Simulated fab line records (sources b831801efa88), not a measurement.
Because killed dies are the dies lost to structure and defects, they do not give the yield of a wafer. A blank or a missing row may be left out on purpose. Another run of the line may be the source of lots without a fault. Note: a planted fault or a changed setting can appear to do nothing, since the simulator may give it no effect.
A struck lot beside a sound one	flow gf180mcu	23 steps out of a route of 602
Sound: these wafers, L148.1, L148.2, L148.6. Struck: wafers L157.5, L157.6 (left out: L157.4, a lot-mate that was not struck); the cause follows at the end.
Order at every step that has rows: each side's tool, ch and its chambers, its first start. Under that, the readings that differ: sound wafers	struck wafers	difference of the means	sigmas: that difference in standard deviations of wafers without a fault.
alike: same words and numbers on both sides, and readings whose means sit less than 2 such deviations apart. not compared: any withheld reading, any reading some wafer has no value for, any bound like >300 that may hide the same value, and any number with overlapping values for which the record gives no deviation.
Wherever a step has rows on one side only, a row that says differs or no value, or a row with sigmas, the two part there. Numbers that don't overlap but have no deviation are shown without sigmas and don't part them. Lack of a reading on every wafer of one side parts them only where that side has two or more wafers.

first, 4 steps without rows for these wafers: GF_TOP_METAL_SOFTBAKE_10 (time 60 s); GF_TOP_METAL_EXPOSE_11 (exposes mask MetalTop, target cd 440 nm); GF_TOP_METAL_PEB_12; GF_TOP_METAL_DEVELOP_13 (develop time 60 s).
GF_TOP_METAL_CD_MEAS_14: target cd 440 nm.
  struck on cdSem-02, day 31 08:40; sound on cdSem-01, day 28 14:39
  alike: cdNm
GF_TOP_METAL_OVL_MEAS_15:
  struck on overlay-02, day 31 08:44; sound on overlay-01, day 28 14:46
  alike: TOP_METAL_OVL
GF_TOP_METAL_METAL_ETCH_16: etches the open film in Cl2/BCl3, stops on SiO2, target depth 1197 nm, time 199.5 s.
  sound on rieMetal-02 ch 0,1, day 28 14:48; struck on rieMetal-02 ch 0, day 31 08:57
  alike: drypumpMotorCurrentA, oesProductAu, throttleValvePct
  not compared: rfHoursCounterH
GF_TOP_METAL_STRIP_17: strips in O2/N2.
  sound on plasmaAsher-01 ch 0,1, day 28 14:59; struck on plasmaAsher-01 ch 0,1, day 31 09:10
  alike: drypumpMotorCurrentA, heaterPowerW, oesProductAu, stripTimeToEndpointS
  not compared: rfHoursCounterH
then, 2 steps without rows for these wafers: GF_TOP_METAL_STRIP_18 (strips in post etch residue remover, time 1200 s); GF_TOP_METAL_CLEAN_19 (cleans in DIW).
GF_PASSIVATION_CVD_00: deposits SiO2 from TEOS, target thk 1000 nm, time 111.95 s.
  sound on pecvd-02 ch 1,2, day 28 15:56; struck on pecvd-02 ch 0,1, day 31 09:43
  alike: heaterPowerW
GF_PASSIVATION_THK_MEAS_01:
  struck on filmMetro-01, day 31 09:47; sound on filmMetro-04, day 28 16:01
reading	sound	struck	difference	sigmas
PASSIVATION_CVD_00_THK (nm)	999 985 1008	1015 1036	+28	+2
GF_PASSIVATION_CVD_02: deposits Si3N4, target thk 700 nm, time 486.18 s.
  sound on pecvd-03 ch 0,1,2, day 28 16:04; struck on pecvd-01 ch 1,2, day 31 09:58
reading	sound	struck	difference	sigmas
model.Si3N4_of_PASSIVATION_CVD_02.thkNm (nm)	699.6 701.5 703.6	913.1 932.1	+221.0	
  alike: heaterPowerW
GF_PASSIVATION_THK_MEAS_03:
  struck on filmMetro-04, day 31 10:16; sound on filmMetro-04, day 28 16:22
reading	sound	struck	difference	sigmas
PASSIVATION_CVD_02_THK (nm)	699 701 703	913 933	+222	+25
then, 7 steps without rows for these wafers: GF_PASSIVATION_DEHYDRATE_04 (time 60 s); GF_PASSIVATION_HMDS_05 (prime time 60 s); GF_PASSIVATION_COAT_06 (resist thk 4000 nm); GF_PASSIVATION_SOFTBAKE_07; GF_PASSIVATION_EXPOSE_08 (exposes mask Pad, target cd 40000 nm); GF_PASSIVATION_PEB_09; GF_PASSIVATION_DEVELOP_10 (develop time 60 s).
GF_PASSIVATION_ETCH_11: etches the open film in CF4/O2, stops on TiN, target depth 2040 nm, time 453.3 s.
  sound on rieDiel-03 ch 0,1,3, day 29 11:12; struck on rieDiel-03 ch 0,1, day 32 02:49
reading	sound	struck	difference	sigmas
oesProductAu (a.u.)	0.984 0.985 0.995	0.963 0.982	-0.016	-3
throttleValvePct (%)	5.969 5.988 5.978	5.947 5.968	-0.021	-2
  alike: drypumpMotorCurrentA
  not compared: rfHoursCounterH
GF_PASSIVATION_STRIP_12: strips in O2/N2.
  sound on plasmaAsher-04 ch 0,1, day 29 11:28; struck on plasmaAsher-03 ch 0,1, day 32 03:07
  alike: drypumpMotorCurrentA, heaterPowerW, oesProductAu, stripTimeToEndpointS
  not compared: rfHoursCounterH

== WHERE THEY PART ==
First at GF_PASSIVATION_THK_MEAS_01; last, within this record, at GF_PASSIVATION_ETCH_11. Later steps at which nothing parts them and some readings are alike: GF_PASSIVATION_STRIP_12.

WHY: what had been put in by the simulator
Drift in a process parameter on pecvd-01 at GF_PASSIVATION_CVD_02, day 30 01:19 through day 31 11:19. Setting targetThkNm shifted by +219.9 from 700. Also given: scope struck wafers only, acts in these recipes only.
